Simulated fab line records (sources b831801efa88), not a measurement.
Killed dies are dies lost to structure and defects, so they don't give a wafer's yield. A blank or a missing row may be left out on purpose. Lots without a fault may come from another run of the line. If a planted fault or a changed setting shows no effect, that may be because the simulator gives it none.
Comparing a struck lot with a sound one + flow sky130 + 15 steps out of a route of 708
Sound: the wafers L624.1, L624.4, L624.6. Struck: wafers L610.3, L610.5, L610.6. The cause is named last.
Order at every step that has rows: each side's tool, ch and its chambers, its first start. Under that, the readings that differ: sound wafers + struck wafers + difference of the means + sigmas: that difference in standard deviations of wafers without a fault.
alike: readings whose means differ by less than 2 such deviations, and words and numbers that are the same on both sides. not compared: withheld readings, readings that some wafer has no value for, bounds like >300 that may hide the same value, and numbers for which the record gives no deviation and whose values overlap.
The two part at a step that has a row with sigmas, a row that says differs or no value, or rows on one side only. Numbers that don't overlap but have no deviation are shown without sigmas and don't part them. A reading that every wafer of one side lacks parts them only if that side has two wafers or more.

first, 7 steps without rows for these wafers: SKY_METAL4_HMDS_06 (prime time 60 s); SKY_METAL4_COAT_07 (resist thk 60 nm); SKY_METAL4_COAT_08 (resist thk 1140 nm); SKY_METAL4_SOFTBAKE_09 (time 90 s); SKY_METAL4_EXPOSE_10 (exposes mask MM4, target cd 300 nm); SKY_METAL4_PEB_11; SKY_METAL4_DEVELOP_12 (develop time 60 s).
SKY_METAL4_CD_MEAS_13 targets a cd of 300 nm.
  sound on cd sem-01 at day 46 17:55; struck on cd sem-01 at day 42 15:46
| reading    | sound             | struck            | difference | sigmas |
|------------|-------------------|-------------------|------------|--------|
| cd nm (nm) | 299.2 302.6 301.6 | 298.4 298.4 297.5 | -3.0       | -2     |
SKY_METAL4_OVL_MEAS_14:
  sound on overlay-01 at day 46 18:02; struck on overlay-01 at day 42 15:51
  alike: METAL4_OVL
SKY_METAL4_DESCUM_15: chemistry O2, time 8 s.
  sound on rie metal-04 ch 1, day 46 18:05; struck on rie metal-04 ch 0,1, day 42 15:53
| reading                     | sound       | struck      | difference | sigmas |
|-----------------------------|-------------|-------------|------------|--------|
| drypump motor current A (A) | 4.7 4.7 4.7 | 6.1 4.7 6.1 | +0.9       | +2     |
  alike: oes product au
  not compared: rf hours counter h
SKY_METAL4_ETCH_16: etches BARC in N2/H2, stops on SiO2, time 88.2 s, target depth 60 nm.
  sound on rie metal-04 ch 1, day 46 18:07; struck on rie metal-04 ch 0,1, day 42 15:56
| reading                     | sound       | struck      | difference | sigmas |
|-----------------------------|-------------|-------------|------------|--------|
| drypump motor current A (A) | 4.7 4.7 4.7 | 6.1 4.7 6.1 | +0.9       | +2     |
  alike: bias w, chamber pressure mTorr, oes product au, throttle valve pct
  not compared: rf hours counter h
SKY_METAL4_ETCH_17: etches SiO2 in C4F8/O2/Ar, stops on TiN, time 3.9 s, target depth 15 nm.
  sound on rie diel-01 ch 0,1,2, day 46 18:13; struck on rie diel-01 ch 0,2,3, day 42 16:01
  alike: bias w, chamber pressure mTorr, oes product au
  not compared: rf hours counter h
SKY_METAL4_METAL_ETCH_18: etches the open film in Cl2/BCl3, stops on SiO2, target depth 845 nm, time 183.1 s.
  sound on rie metal-02 ch 0,1, day 46 18:13; struck on rie metal-01 ch 0,1, day 42 16:05
  no value came back on the struck wafers for any of 6 readings (bcl3 flow sccm (sccm), bias w (W) and others); on the sound wafers bcl3 flow sccm (sccm) reads 29.96 30.11 29.98
| reading                                       | sound             | struck            | difference | sigmas |
|-----------------------------------------------|-------------------|-------------------|------------|--------|
| model.KrF-thick_of_METAL4_COAT_08.thk nm (nm) | 519.4 522.4 524.4 | 1073 1077 1075    | +553       |        |
| model.SiO2_of_VIA3_HDPCVD_00.thk nm (nm)      | 432.4 433.3 433   | 460.3 460.9 461.8 | +28.1      |        |
  not compared: rf hours counter h
SKY_METAL4_STRIP_19: strips in O2/N2.
  sound on plasma asher-02 ch 0,1, day 46 18:24; struck on plasma asher-03 ch 0,1, day 42 16:14
| reading                      | sound             | struck            | difference | sigmas |
|------------------------------|-------------------|-------------------|------------|--------|
| oes product au (a.u.)        | 0.502 0.497 0.497 | 0.723 0.718 0.707 | +0.217     | +40    |
| strip time to endpoint s (s) | 6.47 6.50 6.52    | 11.81 11.85 11.84 | +5.34      | +89    |
  alike: drypump motor current A
  not compared: rf hours counter h
then, 1 step without rows for these wafers: SKY_METAL4_STRIP_20 (strips in post etch residue remover, time 1200 s).

== WHERE THEY PART ==
At SKY_METAL4_CD_MEAS_13 first; at SKY_METAL4_STRIP_19 last (within this record only).

WHY: the cause the simulator had injected
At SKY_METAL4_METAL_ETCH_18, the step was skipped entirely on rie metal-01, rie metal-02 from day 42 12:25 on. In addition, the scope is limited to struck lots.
